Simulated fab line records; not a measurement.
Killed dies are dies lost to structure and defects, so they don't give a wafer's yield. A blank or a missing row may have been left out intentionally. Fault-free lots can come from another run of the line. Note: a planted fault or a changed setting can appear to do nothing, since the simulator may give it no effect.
Comparing a struck lot with a sound one + flow gf180mcu + 15 steps out of a route of 602
Sound: wafers L681.1, L681.4, L681.6. Struck: wafer L690.1 (left out: L690.3, L690.6 of the same lot, which were not struck); the cause appears at the end.
Order at every step that has rows: each side's tool, ch and its chambers, its first start. Under that, the readings that differ: sound wafers + struck wafers + difference of the means + sigmas: that difference in standard deviations of wafers without a fault.
alike: readings with means less than 2 such deviations apart, plus words and numbers identical on both sides. not compared: withheld readings, readings lacking a value on some wafer, bounds such as >300 that could conceal the same value, and numbers that have no deviation in the record and whose values overlap.
The two part at a step that has a row with sigmas, a row that says differs or no value, or rows on one side only. Numbers that have no deviation but don't overlap get no sigmas and don't part them. Lack of a reading on every wafer of one side parts them only where that side has two or more wafers.

first, 5 steps without rows for these wafers: GF_V5_COAT_09 (resist thk 1000 nm); GF_V5_SOFTBAKE_10 (time 60 s); GF_V5_EXPOSE_11 (exposes mask Via5, target cd 260 nm); GF_V5_PEB_12 (peb time 90 s); GF_V5_DEVELOP_13 (develop time 60 s).
GF_V5_CD_MEAS_14: target cd 260 nm.
  sound on cd_sem-02 at day 29 11:08; struck on cd_sem-02 at day 31 12:50
  alike: cd_nm
GF_V5_OVL_MEAS_15:
  sound on overlay-02 at day 29 11:16; struck on overlay-01 at day 31 12:58
  alike: V5_OVL
GF_V5_ETCH_16: etches BARC in N2/H2.
  sound on rie_diel-02 ch 0,2, day 29 11:18; struck on rie_diel-03 ch 2, day 31 13:00
  alike: drypump_motor_current_A, oes_product_au, throttle_valve_pct
GF_V5_ETCH_17: etches SiO2 in C4F8/O2/Ar, stops on TiN, target depth 855 nm.
  sound: rie_diel-02 ch 0,2; struck: rie_diel-03 ch 2
  alike: oes_product_au
GF_V5_STRIP_18: strips in O2/N2.
  sound on plasma_asher-02 ch 0, day 29 11:27; struck on plasma_asher-03 ch 1, day 31 13:09
| reading                     | sound       | struck | difference | sigmas |
|-----------------------------|-------------|--------|------------|--------|
| drypump_motor_current_A (A) | 4.9 4.9 4.9 | 6.2    | +1.3       | +3     |
  alike: heater_power_w, oes_product_au
  not compared: rf_hours_counter_h
then, 2 steps without rows for these wafers: GF_V5_STRIP_19 (strips in post etch residue remover, time 1200 s); GF_V5_CLEAN_20 (cleans in DIW).
GF_V5_SPUTTER_21: material Ti, target thk 15 nm, time 80.02 s.
  sound on pvd_sputter-04 at day 29 11:59; struck on pvd_sputter-04 at day 31 13:43
| reading                               | sound             | struck | difference | sigmas |
|---------------------------------------|-------------------|--------|------------|--------|
| chamber_pressure_pa (Pa)              | 4.990 5.016 5.012 | 5.255  | +0.249     | +25    |
| model.Ti_of_V5_SPUTTER_21.thk_nm (nm) | 15.18 14.94 15.34 | 14.4   | -0.8       |        |
  alike: substrate_temp_c, throttle_valve_pct
GF_V5_SPUTTER_22: material TiN, target thk 10 nm, time 40 s.
  sound on pvd_sputter-04 at day 29 12:03; struck on pvd_sputter-04 at day 31 13:46
  alike: chamber_pressure_pa, throttle_valve_pct
then, 1 step without rows for these wafers: GF_PASSIVATION_PROBE_99.

WHERE THEY PART
Last at GF_V5_SPUTTER_21 as far as this record goes, first at GF_V5_STRIP_18. Later steps at which nothing parts them and some readings are alike: GF_V5_SPUTTER_22.

WHY: whatever the simulator had introduced
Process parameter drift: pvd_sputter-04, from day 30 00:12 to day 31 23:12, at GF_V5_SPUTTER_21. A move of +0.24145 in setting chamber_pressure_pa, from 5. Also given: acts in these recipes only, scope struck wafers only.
